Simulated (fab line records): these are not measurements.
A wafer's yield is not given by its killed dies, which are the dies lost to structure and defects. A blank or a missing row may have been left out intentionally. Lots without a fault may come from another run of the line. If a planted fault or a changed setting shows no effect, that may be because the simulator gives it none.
2 desks, one fault    flow gf180mcu    each desk has only its own numbers; what lay behind them comes last

FOR THE TOOL OWNER'S DESK: implanter-01
GF_NSD_IMPLANT_09, tool's own readings: per-lot mean of the sampled wafers with a number, covering each lot this tool ran. Any lot whose mean is over 4 standard deviations away from the usual mean is out of limits and marked OUT; that distance is given in the brackets.
Columns: A = beam-energy-keV at GF_NSD_IMPLANT_09, usual 60.000
lot   first seen here  A
L355  day 13 20:26     59.998
L358  day 15 01:10     59.992
L361  day 15 20:39     60.006
L362  day 16 12:30     64.706 (+99 or more) OUT
L365  day 17 12:43     64.705 (+99 or more) OUT
L375  day 20 21:22     60.006
This desk finds L362, L365 out of limits, L362 being first, at day 16 12:30 (beam-energy-keV at GF_NSD_IMPLANT_09). L355, L358, L361, L375: within limits.

AT THE METROLOGY DESK
Means of the sampled wafers that have a number, per lot and without regard to the tool the lot ran on: this is what the gauges read. Any lot whose mean is over 4 standard deviations away from the usual mean is out of limits and marked OUT; that distance is given in the brackets.
Columns: A = NSD_RS at GF_PSD_RS_MEAS_14, usual 46.10 ohm/sq; B = cd-nm at GF_CONTACT_CD_MEAS_14, usual 220.0 nm
lot   first seen here  A                B
L355  day 14 17:55     46.00            217.6
L357  day 15 17:16     46.19            220.3
L358  day 15 23:33     46.22            218.5
L360  day 16 13:10     46.08            218.9
L361  day 16 19:55     46.03            221.6
L362  day 17 11:24     44.89 (-13) OUT  219.1
L365  day 18 12:08     44.64 (-15) OUT  218.8
L370  day 20 09:52     46.06            218.7
L372  day 21 00:16     46.06            219.7
L373  day 21 06:49     46.13            219.4
L375  day 21 22:26     46.18            221.1
L376  day 22 07:07     46.12            220.4
This desk's finding: out of limits on L362, L365; first on L362, day 17 11:24 (NSD_RS at GF_PSD_RS_MEAS_14). L355, L357, L358, L360, L361, L370, L372, L373, L375, L376: within limits.

ALL TOGETHER
At day 16 12:30, on L362, L365, the tool owner's desk was in a position to raise an alarm.
At day 17 11:24 the metrology desk could have sounded an alarm, on L362, L365.
Every lot named ran GF_NSD_IMPLANT_09 on implanter-01.

WHAT THE SIMULATOR HAD INSERTED
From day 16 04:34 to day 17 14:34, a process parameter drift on implanter-01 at GF_NSD_IMPLANT_09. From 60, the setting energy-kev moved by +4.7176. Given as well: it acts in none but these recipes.
Shown lots that were struck: L362, L365.
Hours from the fault's start to each desk's first reading out of limits: the tool owner's desk, 8; the metrology desk, 31.
